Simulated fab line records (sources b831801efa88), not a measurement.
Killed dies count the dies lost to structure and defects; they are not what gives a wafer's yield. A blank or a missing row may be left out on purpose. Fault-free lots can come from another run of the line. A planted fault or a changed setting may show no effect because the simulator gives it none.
Which of the tools did it?	flow sky130	Sampling: 13 lots, 39 wafers, 5 of 708 route steps

WHAT THE GAUGES READ, wafer by wafer
SKY_FIELD_ISO_THK_MEAS_25. Usual: FIELD_ISO_CVD_24_THK gives 599 nm (standard deviation 5.4).
lot	measured	on	FIELD_ISO_CVD_24_THK (nm)	flag
L237	day 2 07:42	film metro-03	608 597 609	
L238	day 2 15:51	film metro-04	602 594 597	
L239	day 2 19:57	film metro-01	610 600 605	
L240	day 2 23:23	film metro-01	597 597 599	
L242	day 3 11:20	film metro-01	598 597 595	
L244	day 3 20:56	film metro-03	600 604 606	
L245	day 4 00:30	film metro-01	605 601 612	
L247	day 4 12:02	film metro-03	586 585 588	
L249	day 4 21:57	film metro-01	598 600 593	
L254	day 5 23:03	film metro-01	592 603 593	
L255	day 6 05:46	film metro-04	599 597 597	
L256	day 6 08:52	film metro-01	596 601 594	
L258	day 6 20:15	film metro-04	589 599 595	

SKY_PWDE_OVL_MEAS_07. Usual: PWDE_OVL gives 0.0 nm (standard deviation 1.3).
lot	measured	on	PWDE_OVL (nm)	flag
L237	day 4 00:58	overlay-01	1.3 -1.4 1.8	
L238	day 4 06:51	overlay-01	-0.1 -0.8 -0.2	
L239	day 4 09:43	overlay-02	-1.2 -1.3 -0.9	
L240	day 4 13:21	overlay-02	-0.7 -0.3 0.4	
L242	day 5 01:00	overlay-02	-1.0 -0.9 -0.7	
L244	day 5 11:20	overlay-02	0.7 -0.2 1.5	
L245	day 5 17:18	overlay-02	-2.6 -1.2 -2.4	
L247	day 6 02:59	overlay-02	1.2 -0.6 -0.4	
L249	day 6 14:54	overlay-01	0.7 0.2 2.2	
L254	day 7 21:03	overlay-02	-0.7 -0.9 -0.8	
L255	day 8 01:51	overlay-01	1.2 0.5 0.0	
L256	day 8 05:14	overlay-02	0.5 0.8 1.3	
L258	day 8 18:33	overlay-01	0.1 0.3 1.6	

SKY_PWDE_TW_MEAS_10. Usual: PWDE_TW gives 375.7 (standard deviation 3).
lot	measured	on	PWDE_TW	flag
L237	day 4 01:15	film metro-01	371.3 370.7 372.7	
L238	day 4 07:08	film metro-02	374.1 373.4 375.0	
L239	day 4 10:00	film metro-03	378.5 379.8 381.8	
L240	day 4 13:47	film metro-03	380.7 380.4 379.6	
L242	day 5 01:17	film metro-03	379.1 378.8 378.9	
L244	day 5 11:38	film metro-01	373.9 375.3 374.6	
L245	day 5 17:35	film metro-03	379.9 380.0 378.9	
L247	day 6 03:17	film metro-03	378.7 379.1 377.6	
L249	day 6 15:11	film metro-02	374.8 377.6 375.8	
L254	day 7 21:20	film metro-02	374.8 375.9 374.5	
L255	day 8 02:08	film metro-01	373.6 373.5 372.9	
L256	day 8 05:32	film metro-01	374.5 372.1 372.8	
L258	day 8 18:50	film metro-01	374.7 371.0 373.3	

WHICH TOOL RAN EACH LOT (tool, then ch and the chambers of the sampled wafers, then the start)
lot	SKY_FIELD_ISO_COAT_08	SKY_FIELD_ISO_STRIP_16
L237	litho track-01 ch 0, day 1 20:00	plasma asher-02 ch 0,1, day 2 04:11
L238	litho track-03 ch 0, day 2 03:00	plasma asher-02 ch 0, day 2 11:09
L239	litho track-01 ch 0, day 2 07:00	plasma asher-02 ch 0, day 2 15:34
L240	litho track-03 ch 0, day 2 12:00	plasma asher-04 ch 0, day 2 20:49
L242	litho track-01 ch 0, day 3 00:00	plasma asher-04 ch 1, day 3 08:58
L244	litho track-03 ch 0, day 3 10:00	plasma asher-02 ch 0,1, day 3 18:39
L245	litho track-03 ch 0, day 3 13:00	plasma asher-04 ch 0,1, day 3 22:34
L247	litho track-03 ch 0, day 4 00:00	plasma asher-03 ch 0,1, day 4 10:01
L249	litho track-01 ch 0, day 4 09:00	plasma asher-03 ch 0,1, day 4 18:49
L254	litho track-04 ch 0, day 5 11:00	plasma asher-03 ch 0,1, day 5 21:07
L255	litho track-01 ch 0, day 5 18:00	plasma asher-04 ch 0,1, day 6 04:00
L256	litho track-01 ch 0, day 5 21:00	plasma asher-03 ch 0,1, day 6 07:07
L258	litho track-01 ch 0, day 6 08:00	plasma asher-02 ch 0,1, day 6 18:30
- SKY_FIELD_ISO_COAT_08: resist thk 450 nm.
- SKY_FIELD_ISO_STRIP_16: strips in O2/N2.

WHAT THE TOOLS THEMSELVES READ (means of the sampled wafers that have a number; where no wafer has one, the mark that the record gives instead)
SKY_FIELD_ISO_COAT_08. Usual: resist line temp C 23.02 C, standard deviation 0.11; spin speed rpm 3000.3 rpm, standard deviation 2.
lot	tool	resist line temp C (C)	spin speed rpm (rpm)	flag
L237	litho track-01	22.85	3000.3	
L238	litho track-03	23.03	3000.0	
L239	litho track-01	22.92	2998.7	
L240	litho track-03	22.88	3000.5	
L242	litho track-01	22.85	3000.6	
L244	litho track-03	23.10	3000.7	
L245	litho track-03	22.99	2999.4	
L247	litho track-03	22.98	3001.6	
L249	litho track-01	23.02	3001.0	
L254	litho track-04	22.96	3001.2	
L255	litho track-01	23.14	3231.0	OFF
L256	litho track-01	23.05	3229.3	OFF
L258	litho track-01	23.00	3229.5	OFF

SKY_FIELD_ISO_STRIP_16. Usual: drypump motor current A 5.7 A, standard deviation 0.43; oes product au 0.378 a.u., standard deviation 0.0052; strip time to endpoint s 3.54 s, standard deviation 0.03.
lot	tool	drypump motor current A (A)	oes product au (a.u.)	strip time to endpoint s (s)	flag
L237	plasma asher-02	6.1	0.379	3.55	
L238	plasma asher-02	5.6	0.375	3.52	
L239	plasma asher-02	5.6	0.377	3.55	
L240	plasma asher-04	5.7	0.379	3.55	
L242	plasma asher-04	5.8	0.380	3.55	
L244	plasma asher-02	6.1	0.378	3.49	
L245	plasma asher-04	5.7	0.375	3.50	
L247	plasma asher-03	5.2	0.379	3.55	
L249	plasma asher-03	5.2	0.382	3.53	
L254	plasma asher-03	5.2	0.379	3.54	
L255	plasma asher-04	5.7	0.364	3.34	OFF
L256	plasma asher-03	5.2	0.371	3.41	OFF
L258	plasma asher-02	5.9	0.371	3.38	OFF

THE ANSWER, worked out from the rows above alone
Rule: lot off if the mean of its wafers having a number is beyond 3 standard deviations from the usual mean. A lot without any number at a reading at which 4 lots or more have one is off too. The other lots that the step has rows for count as sound. After the gauges, taken in route order, come the tools' own readings; for these a lot's mean is taken, as printed above. The first step at which some lot is off is used, and at that step the reading that is off furthest; a lot without a number counts as furthest.
Off: L255, L256, L258, at SKY_FIELD_ISO_COAT_08 (spin speed rpm).
If a tool, at that step or one of the process steps before it, ran each lot that is off and ran no sound lot following the first of them, it fits. One candidate fits, namely litho track-01 at SKY_FIELD_ISO_COAT_08. Its last sound lot is L249 (day 4 09:00), its first lot that is off L255 (day 5 18:00): a fault that began between those two fits.
On the lots that are off, the tool's own readings at SKY_FIELD_ISO_COAT_08 differ by more than 5 times the standard deviation of the sound lots' means, which bears it out; spin speed rpm reads 3229.9 rpm there versus 3000.4 rpm on the sound lots.

WHAT THE SIMULATOR PUT IN
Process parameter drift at SKY_FIELD_ISO_COAT_08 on litho track-01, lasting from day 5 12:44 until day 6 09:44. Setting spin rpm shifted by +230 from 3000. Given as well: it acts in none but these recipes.
Struck lots among those shown: L255, L256, L258. The same result came from the rule above.
